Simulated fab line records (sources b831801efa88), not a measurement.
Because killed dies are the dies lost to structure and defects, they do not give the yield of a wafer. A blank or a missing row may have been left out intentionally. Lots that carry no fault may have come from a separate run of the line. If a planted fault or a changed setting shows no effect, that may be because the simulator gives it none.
A struck lot beside a sound one -- flow gf180mcu -- 32 out of 602 route steps
Sound: the wafers L869.2, L869.4, L869.5. Wafers struck: L875.2, L875.3, L875.4. The cause comes at the end.
Per side, at each step with rows, come the tool, then ch with its chambers, and then its first start. Under that, the readings that differ: sound wafers -- struck wafers -- difference of the means -- sigmas: that difference in standard deviations of wafers without a fault.
alike: a reading whose means differ by less than 2 such deviations, as well as words and numbers matching on both sides. not compared: withheld readings; readings where some wafer has no value; bounds like >300 that might hide an equal value; numbers whose values overlap and for which the record gives no deviation.
The two part at a step that has a row with sigmas, a row that says differs or no value, or rows on one side only. Numbers that have no deviation but don't overlap get no sigmas and don't part them. A reading that every wafer of one side lacks parts them only if that side has two wafers or more.

GF_HV_LDD_TW_MEAS_23:
  struck on film-metro-02, day 15 00:46; sound on film-metro-03, day 13 00:46
  alike: HV_LDD_2_TW
then, 7 steps without rows for these wafers: GF_HV_LDD_DEHYDRATE_24 (time 60 s); GF_HV_LDD_HMDS_25 (prime time 60 s); GF_HV_LDD_COAT_26 (resist thk 1000 nm); GF_HV_LDD_SOFTBAKE_27 (time 60 s); GF_HV_LDD_EXPOSE_28 (exposes mask Nplus HV AREA, target cd 400 nm); GF_HV_LDD_PEB_29; GF_HV_LDD_DEVELOP_30 (develop time 60 s).
GF_HV_LDD_CD_MEAS_31 targets a cd of 400 nm.
  struck on cd-sem-02, day 15 21:53; sound on cd-sem-01, day 13 20:29
  alike: cd-nm
GF_HV_LDD_OVL_MEAS_32:
  struck on overlay-02, day 15 21:59; sound on overlay-01, day 13 20:35
  alike: HV_LDD_02_OVL
then, 2 steps without rows for these wafers: GF_HV_LDD_IMPLANT_33; GF_HV_LDD_IMPLANT_34.
GF_HV_LDD_IMPLANT_35:
  sound on implanter-03 ch 0, day 13 20:56; struck on implanter-03 ch 0, day 15 22:20
reading,sound,struck,difference,sigmas
tilt-deg (degrees),30.002 29.963 29.976,26.820 26.808 26.828,-3.162,-99 or more
after that, 1 step had no rows for these wafers: GF_HV_LDD_IMPLANT_36.
GF_HV_LDD_STRIP_37: strips in O2/N2.
  sound on plasma-asher-01 ch 0,1, day 13 21:13; struck on plasma-asher-01 ch 0,1, day 15 22:37
reading,sound,struck,difference,sigmas
strip-time-to-endpoint-s (s),12.70 12.71 12.71,12.62 12.65 12.64,-0.07,-2
  alike: drypump-motor-current-A, heater-power-w, oes-product-au
  not compared: rf-hours-counter-h
GF_HV_LDD_TW_MEAS_38:
  struck on film-metro-03, day 15 22:43; sound on film-metro-02, day 13 21:20
  alike: HV_LDD_3_TW
then, 7 steps without rows for these wafers: GF_HV_LDD_DEHYDRATE_39 (time 60 s); GF_HV_LDD_HMDS_40 (prime time 60 s); GF_HV_LDD_COAT_41 (resist thk 1000 nm); GF_HV_LDD_SOFTBAKE_42 (time 60 s); GF_HV_LDD_EXPOSE_43 (exposes mask Pplus HV AREA, target cd 400 nm); GF_HV_LDD_PEB_44; GF_HV_LDD_DEVELOP_45 (develop time 60 s).
GF_HV_LDD_CD_MEAS_46 targets a cd of 400 nm.
  struck on cd-sem-02, day 16 20:44; sound on cd-sem-02, day 14 18:29
  alike: cd-nm
GF_HV_LDD_OVL_MEAS_47:
  struck on overlay-01, day 16 20:50; sound on overlay-01, day 14 18:35
  alike: HV_LDD_03_OVL
after that, 1 step had no rows for these wafers: GF_HV_LDD_IMPLANT_48.
GF_HV_LDD_STRIP_49: strips in O2/N2.
  sound on plasma-asher-02 ch 0,1, day 14 18:46; struck on plasma-asher-02 ch 0,1, day 16 21:01
  alike: drypump-motor-current-A, heater-power-w, oes-product-au, strip-time-to-endpoint-s
  not compared: rf-hours-counter-h
GF_HV_LDD_TW_MEAS_50:
  struck on film-metro-04, day 16 21:08; sound on film-metro-02, day 14 18:52
  alike: HV_LDD_4_TW
then, 1 step without rows for these wafers: GF_HV_LDD_CLEAN_51 (cleans in SC1/SC2, time 150 s).
GF_HV_LDD_RTA_52: time 10 s.
  sound on rtp-anneal-02 ch 0, day 14 18:59; struck on rtp-anneal-02 ch 0, day 16 21:14
  alike: anneal-temp-c-max, lamp-power-pct, wafer_temp_C_max
GF_HV_LDD_RS_MEAS_53: measurement is done with a four-point probe.
  struck on film-metro-02, day 16 21:19; sound on film-metro-03, day 14 19:04
reading,sound,struck,difference,sigmas
HV_LDD_RS (ohm/sq),417.7 418.6 418.4,- - -,no value on the struck wafers,
then, 1 step without rows for these wafers: GF_HV_LDD_CVD_54 (deposits SiO2 from TEOS, target thk 10 nm, time 75 s).

WHERE THEY PART
Earliest at GF_HV_LDD_IMPLANT_35; latest, in this record, at GF_HV_LDD_RS_MEAS_53.

WHY: whatever the simulator had introduced
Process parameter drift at GF_HV_LDD_IMPLANT_35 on implanter-03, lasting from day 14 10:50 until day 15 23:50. From 30, the setting tilt-deg moved by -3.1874. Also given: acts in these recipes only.
